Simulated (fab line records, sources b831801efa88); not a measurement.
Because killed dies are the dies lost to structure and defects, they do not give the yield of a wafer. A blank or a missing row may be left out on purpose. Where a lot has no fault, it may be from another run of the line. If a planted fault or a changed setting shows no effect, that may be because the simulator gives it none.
Code-filled problem report in 8D (eight disciplines) form / flow gf180mcu / the parts of the form that need people (team, actions taken, sign-off) are left out

1. THE ISSUE
Mean V3_CVD_02_THK at GF_V3_THK_MEAS_03: 780 nm over 2 wafers in 2 lots; fault-free wafers: 846 nm, standard deviation 12. Measured from the usual mean, that is -5.5 standard deviations.
First seen on wafer L672.6, day 25 04:11, on film_metro-01. The record holds 36 wafers of 12 lots with a number at this step. By rule, "out" or "out of limits" means more than 4 standard deviations away from the usual mean. The rest of the wafers with a number are treated as sound.

2. WHAT THIS IS AND IS NOT
question=which readings at this step | is=V3_CVD_02_THK | is not=-
question=which lots | is=L672, L675 | is not=L661, L662, L670, L671, L676, L677, L679, L681, L682, L683
question=which wafers of those lots | is=L672.6, L675.3 | is not=L672.2, L672.5, L675.2, L675.5
question=read on which gauges | is=film_metro-01 | is not=film_metro-03, film_metro-04
question=when | is=from day 25 04:11 | is not=up to then (14 sound wafers); but 20 sound wafers of L675, L676, L677, L679, L681, L682, L683 came after

3. SUSPECTS, AND WHAT RULES EACH OUT
Counting: a tool at a process step up to the reading stays a suspect if it ran every lot that is out. Sound lots after the first of them don't rule it out here, since some wafers of a struck lot are sound.
- ruled out: the gauge at GF_V3_THK_MEAS_03. All the wafers that are out were read on film_metro-01, but those of them that GF_V3_CVD_02 has rows for are out there too, on other tools.
- pecvd-01 at GF_V3_CVD_02 (deposits SiO2 from TEOS, target thk 850 nm, time 94.851 s): kept. It ran every lot that is out, first L672 (day 25 04:06); its last sound lot up to then is L670 (day 24 20:32). Out on those wafers are its own readings of run_length_s.
After counting, what remains is pecvd-01 at GF_V3_CVD_02.

4. THE CAUSE (what the simulator had put in)
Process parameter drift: pecvd-01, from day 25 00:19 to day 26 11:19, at GF_V3_CVD_02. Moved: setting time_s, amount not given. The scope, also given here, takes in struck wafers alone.
Counting left only this tool.

5. SEQUENCE OF EFFECTS, ordered by route
Each row: a reading whose mean over the struck wafers that have a number lies more than 3 standard deviations from the usual. Only readings for which the record gives a usual standard deviation are gone through. hours: the time from each lot's start at the first step in this table that gives one to its start at this step, as a median over the lots. sigmas: the change in usual standard deviations.
hours=0; step=GF_V3_CVD_02; reading=run_length_s; usual=122.5 s; on struck wafers=115.1; change=-7.4; sigmas=-14
hours=0; step=GF_V3_THK_MEAS_03; reading=V3_CVD_02_THK; usual=846 nm; on struck wafers=780; change=-66; sigmas=-5.5
hours=0; step=GF_V3_CMP_04; reading=time_to_endpoint_s; usual=80 s; on struck wafers=58; change=-22; sigmas=-3.0
Here are the process steps it includes:
- GF_V3_CVD_02: deposits SiO2 from TEOS, target thk 850 nm, time 94.851 s.
- GF_V3_CMP_04: polishes SiO2.
At these later measuring or inspecting steps, every struck wafer for which the step has a row has a number for every such reading, and none has moved that far: GF_TOP_METAL_CD_MEAS_14, GF_TOP_METAL_OVL_MEAS_15.

6. WHAT WOULD HAVE CAUGHT IT SOONER
Counted from the fault's start at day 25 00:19, it took 4 hours until the first out-of-limits reading at a measuring or inspecting step in this record, taken at day 25 04:11.
At GF_V3_CVD_02, the tool's own readings (run_length_s) were out on each struck wafer the step has a row for, so an alarm limit on them would have fired on the first such wafer.
Among the 2 lots that are out, L675 began GF_V3_CVD_02 on pecvd-01 after day 25 04:11. Putting the tool on hold at that point would have spared it.
